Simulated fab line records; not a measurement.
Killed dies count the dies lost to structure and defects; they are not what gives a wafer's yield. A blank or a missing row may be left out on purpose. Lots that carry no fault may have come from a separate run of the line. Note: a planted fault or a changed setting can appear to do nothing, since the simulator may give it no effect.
Which tool is to blame? -- flow gf180mcu -- 7 lots, 21 wafers sampled, at 3 steps of a route of 602

## WHAT THE GAUGES SHOWED, per wafer
GF_HV_LDD_TW_MEAS_38.
lot,measured,on,HV_LDD_3_TW
L388,day 12 06:03,film_metro-03,1438 1437 1428
L393,day 13 21:08,film_metro-04,1417 1424 1428
L394,day 14 06:51,film_metro-04,1296 1304 1298
L396,day 14 23:40,film_metro-02,1316 1322 1319
L403,day 17 01:00,film_metro-04,1410 1409 1409
L405,day 17 17:51,film_metro-04,1408 1409 1417
L408,day 18 20:57,film_metro-02,1438 1434 1438

## TOOL THAT RAN EACH LOT (tool first, then ch and the chambers of the sampled wafers, then the start)
lot,GF_HV_LDD_STRIP_22,GF_HV_LDD_IMPLANT_34
L388,"plasma_asher-01 ch 0,1, day 11 10:45","implanter-03 ch 0, day 12 05:30"
L393,"plasma_asher-01 ch 0,1, day 13 00:07","implanter-04 ch 0, day 13 20:35"
L394,"plasma_asher-03 ch 0,1, day 13 09:40","implanter-03, day 14 06:19"
L396,"plasma_asher-03 ch 0,1, day 14 02:22","implanter-04, day 14 23:07"
L403,"plasma_asher-03 ch 0,1, day 16 02:05","implanter-03 ch 0, day 17 00:28"
L405,"plasma_asher-04 ch 0,1, day 16 18:02","implanter-04 ch 0, day 17 17:19"
L408,"plasma_asher-01 ch 0,1, day 17 20:11","implanter-02 ch 0, day 18 20:25"
- GF_HV_LDD_STRIP_22: strips in O2/N2.
- GF_HV_LDD_IMPLANT_34

## THE ANSWER, worked out from the rows above alone
Rule: usual is defined by the lots themselves. The widest of any qualifying gaps counts: lots, ordered by their means at a reading, are off when they make up no more than a third of the lots, leave a main group of 4 or more, and stand apart from it by 3 or more times the standard deviation of that group's means. A main group whose means are all the same, to the digits that the tables above print for the reading, isn't used. Also off: a lot with no number at a reading for which 4 or more lots have one. Any other lot the step has rows for is counted as sound.
Off: L394, L396, at GF_HV_LDD_TW_MEAS_38 (HV_LDD_3_TW). Main group: mean 1423, sd 11.
If a tool, at a process step before that reading, ran all the lots that are off and no sound lot after the first of them, it fits. Those tools and the gauges at GF_HV_LDD_TW_MEAS_38 are tried in the same way. No candidate that was tried fits.

## WHAT THE SIMULATOR PUT IN
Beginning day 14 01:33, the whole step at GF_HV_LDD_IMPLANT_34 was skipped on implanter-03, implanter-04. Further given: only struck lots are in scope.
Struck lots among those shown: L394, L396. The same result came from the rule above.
